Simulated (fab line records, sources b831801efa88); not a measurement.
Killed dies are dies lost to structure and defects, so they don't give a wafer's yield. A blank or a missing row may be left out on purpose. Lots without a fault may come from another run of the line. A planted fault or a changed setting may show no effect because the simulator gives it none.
Which tool did it? | flow sky130 | 24 lots, 72 wafers sampled, at 4 steps of a route of 708

WHAT THE GAUGES READ, wafer by wafer
SKY_NWELL_THK_MEAS_02.
lot  | measured    | on            | NWELL_OXIDATION_THK (nm)
L074 | day 2 12:41 | film_metro-04 | 9.87 9.88 9.78
L075 | day 2 16:29 | film_metro-02 | 9.84 9.97 10.20
L076 | day 2 22:31 | film_metro-01 | 9.87 10.13 10.04
L077 | day 3 09:35 | film_metro-02 | 10.03 9.91 10.37
L078 | day 3 17:41 | film_metro-04 | 9.83 9.79 9.80
L079 | day 3 19:47 | film_metro-04 | 9.95 10.05 10.08
L080 | day 3 22:42 | film_metro-01 | 9.91 9.98 10.06
L081 | day 4 02:51 | film_metro-02 | 9.91 9.83 9.93
L082 | day 4 09:10 | film_metro-04 | 9.94 9.87 9.88
L083 | day 4 16:02 | film_metro-01 | 9.81 9.91 9.85
L084 | day 4 17:13 | film_metro-04 | 10.08 10.00 10.26
L085 | day 4 19:52 | film_metro-02 | 10.04 9.86 10.02
L086 | day 5 03:24 | film_metro-04 | 10.19 10.19 10.35
L087 | day 5 07:41 | film_metro-02 | 10.27 10.01 10.23
L088 | day 5 14:52 | film_metro-04 | 9.97 9.89 9.90
L089 | day 5 19:40 | film_metro-04 | 9.78 9.79 9.76
L090 | day 5 23:55 | film_metro-02 | 10.09 10.27 10.06
L091 | day 6 06:51 | film_metro-04 | 10.40 10.34 10.39
L092 | day 6 11:16 | film_metro-01 | 10.37 10.33 10.46
L093 | day 6 15:04 | film_metro-04 | 10.21 10.20 10.33
L094 | day 7 01:54 | film_metro-01 | 10.28 10.25 10.14
L095 | day 7 04:48 | film_metro-02 | 10.14 10.08 10.01
L096 | day 7 10:11 | film_metro-01 | 10.24 10.17 10.07
L097 | day 7 13:01 | film_metro-02 | 10.34 10.27 10.27

SKY_GATE_OXIDE_THK_MEAS_02.
lot  | measured     | on            | GATE_OXIDE_OXIDATION_00_THK (nm)
L074 | day 12 21:23 | film_metro-02 | 10.11 10.07 10.15
L075 | day 13 01:05 | film_metro-01 | 10.39 10.54 10.56
L076 | day 13 09:12 | film_metro-01 | 9.90 9.71 9.79
L077 | day 14 06:13 | film_metro-04 | 10.34 10.31 10.25
L078 | day 14 20:50 | film_metro-02 | 10.35 10.41 10.37
L079 | day 15 00:59 | film_metro-02 | 10.17 9.97 10.28
L080 | day 15 04:27 | film_metro-01 | 10.30 10.17 10.47
L081 | day 15 13:32 | film_metro-02 | 10.16 10.30 10.31
L082 | day 15 22:59 | film_metro-04 | 10.32 10.44 10.41
L083 | day 16 09:18 | film_metro-01 | 10.48 10.56 10.63
L084 | day 16 09:19 | film_metro-04 | 10.47 10.27 10.37
L085 | day 16 12:05 | film_metro-01 | 10.62 10.56 10.58
L086 | day 17 02:37 | film_metro-01 | 10.31 10.39 10.54
L087 | day 17 06:55 | film_metro-04 | 10.26 10.30 10.31
L088 | day 17 21:37 | film_metro-01 | 10.06 10.25 10.19
L089 | day 17 23:41 | film_metro-02 | 10.18 10.14 10.08
L090 | day 18 11:15 | film_metro-02 | 10.42 10.50 10.34
L091 | day 18 20:42 | film_metro-01 | 10.12 10.27 10.33
L092 | day 19 02:17 | film_metro-04 | 10.08 10.14 9.93
L093 | day 19 04:56 | film_metro-02 | 10.27 10.46 10.38
L094 | day 19 21:56 | film_metro-01 | 10.17 10.08 10.33
L095 | day 20 07:57 | film_metro-02 | 10.36 10.12 10.25
L096 | day 20 14:01 | film_metro-04 | 10.10 10.11 10.05
L097 | day 20 23:23 | film_metro-02 | 10.06 10.13 10.02

SKY_LDD_LDN_OVL_MEAS_07.
lot  | measured     | on         | LDD_LDN_OVL (nm)
L074 | day 22 23:30 | overlay-01 | -0.5 1.7 0.0
L075 | day 23 02:54 | overlay-02 | -0.1 0.9 0.6
L076 | day 23 13:10 | overlay-02 | 2.0 1.9 1.5
L077 | day 24 11:20 | overlay-01 | 0.8 1.0 0.8
L078 | day 25 00:50 | overlay-02 | 0.7 0.3 0.3
L079 | day 25 06:53 | overlay-02 | -2.3 -2.5 -0.3
L080 | day 25 12:41 | overlay-01 | 0.1 0.6 0.6
L081 | day 25 23:49 | overlay-01 | -0.7 -0.3 -1.2
L082 | day 26 11:04 | overlay-01 | 0.5 0.1 0.5
L083 | day 26 22:02 | overlay-01 | 1.5 -1.6 -1.0
L084 | day 26 22:49 | overlay-01 | 2.4 -1.3 0.1
L085 | day 27 05:34 | overlay-02 | -0.3 0.5 -0.5
L086 | day 27 12:43 | overlay-02 | 0.5 2.6 0.7
L087 | day 27 15:41 | overlay-02 | -1.2 -0.3 0.2
L088 | day 28 05:41 | overlay-02 | -0.8 0.0 0.2
L089 | day 28 07:37 | overlay-01 | -0.8 3.1 1.4
L090 | day 28 16:32 | overlay-01 | 0.5 0.9 0.6
L091 | day 29 02:14 | overlay-02 | 1.3 0.2 -1.9
L092 | day 29 05:23 | overlay-01 | -1.7 -2.9 -2.9
L093 | day 29 11:05 | overlay-01 | 1.0 -0.4 -0.2
L094 | day 30 03:08 | overlay-01 | 0.1 1.5 2.4
L095 | day 30 11:47 | overlay-02 | 1.9 1.7 0.9
L096 | day 30 17:04 | overlay-02 | 0.6 -2.1 -1.0
L097 | day 31 03:19 | overlay-01 | 0.3 1.7 0.7

SKY_SPACER_THK_MEAS_01.
lot  | measured     | on            | SPACER_CVD_00_THK (nm)
L074 | day 23 01:34 | film_metro-04 | 43.5 43.6 43.5
L075 | day 23 05:10 | film_metro-04 | 43.6 43.7 43.1
L076 | day 23 15:49 | film_metro-04 | 43.0 43.0 43.3
L077 | day 24 13:59 | film_metro-02 | 43.2 43.3 43.1
L078 | day 25 05:21 | film_metro-01 | 43.8 43.6 43.7
L079 | day 25 10:46 | film_metro-02 | 42.9 43.1 42.9
L080 | day 25 16:23 | film_metro-02 | 43.1 43.5 43.0
L081 | day 26 02:01 | film_metro-02 | 43.6 43.4 43.7
L082 | day 26 13:07 | film_metro-02 | 43.6 43.6 43.8
L083 | day 27 00:38 | film_metro-01 | 43.6 43.7 43.9
L084 | day 27 01:52 | film_metro-02 | 42.4 42.1 42.8
L085 | day 27 21:27 | film_metro-02 | 43.6 44.3 43.5
L086 | day 27 21:28 | film_metro-01 | 43.5 43.2 43.6
L087 | day 27 21:26 | film_metro-04 | 42.9 43.4 42.8
L088 | day 28 08:59 | film_metro-01 | 43.3 43.1 43.4
L089 | day 28 10:12 | film_metro-04 | 43.3 43.0 43.0
L090 | day 28 18:35 | film_metro-04 | 43.5 43.2 43.1
L091 | day 29 04:18 | film_metro-01 | 43.0 42.7 42.8
L092 | day 29 08:57 | film_metro-01 | 43.6 43.4 43.4
L093 | day 29 13:44 | film_metro-01 | 42.9 42.9 43.0
L094 | day 30 05:12 | film_metro-04 | 43.8 44.0 43.8
L095 | day 30 14:13 | film_metro-01 | 43.1 43.0 43.1
L096 | day 30 19:26 | film_metro-01 | 43.2 42.8 43.2
L097 | day 31 08:58 | film_metro-01 | 43.0 42.9 42.8

WHICH TOOL RAN EACH LOT (tool, then ch and the chambers of the sampled wafers, then the start)
The record holds no process step before these readings.

WHAT THE TOOLS THEMSELVES READ (means of the sampled wafers that have a number; where no wafer has one, the mark that the record gives instead)
The record holds no such reading with a usual standard deviation.

THE ANSWER, worked out from the rows above alone
Rule: what is usual is taken from the lots themselves. Put in order of their means at a reading, lots are off if they are a third of the lots or fewer, leave a main group of 4 or more, and stand apart from it by a gap of 3 or more times the standard deviation of the main group's means; of several such gaps the widest counts. A main group whose means are all the same, to the digits that the tables above print for the reading, isn't used. A lot without any number at a reading at which 4 lots or more have one is off too. The other lots that the step has rows for count as sound. The gauges are gone through in route order, then the tools' own readings, and for those a lot's mean is taken as printed above. The first step at which some lot is off is used, and at that step the reading that is off furthest; a lot without a number counts as furthest.
No lot is off at any reading shown: from this, nothing can be told.

WHAT THE SIMULATOR HAD PUT IN
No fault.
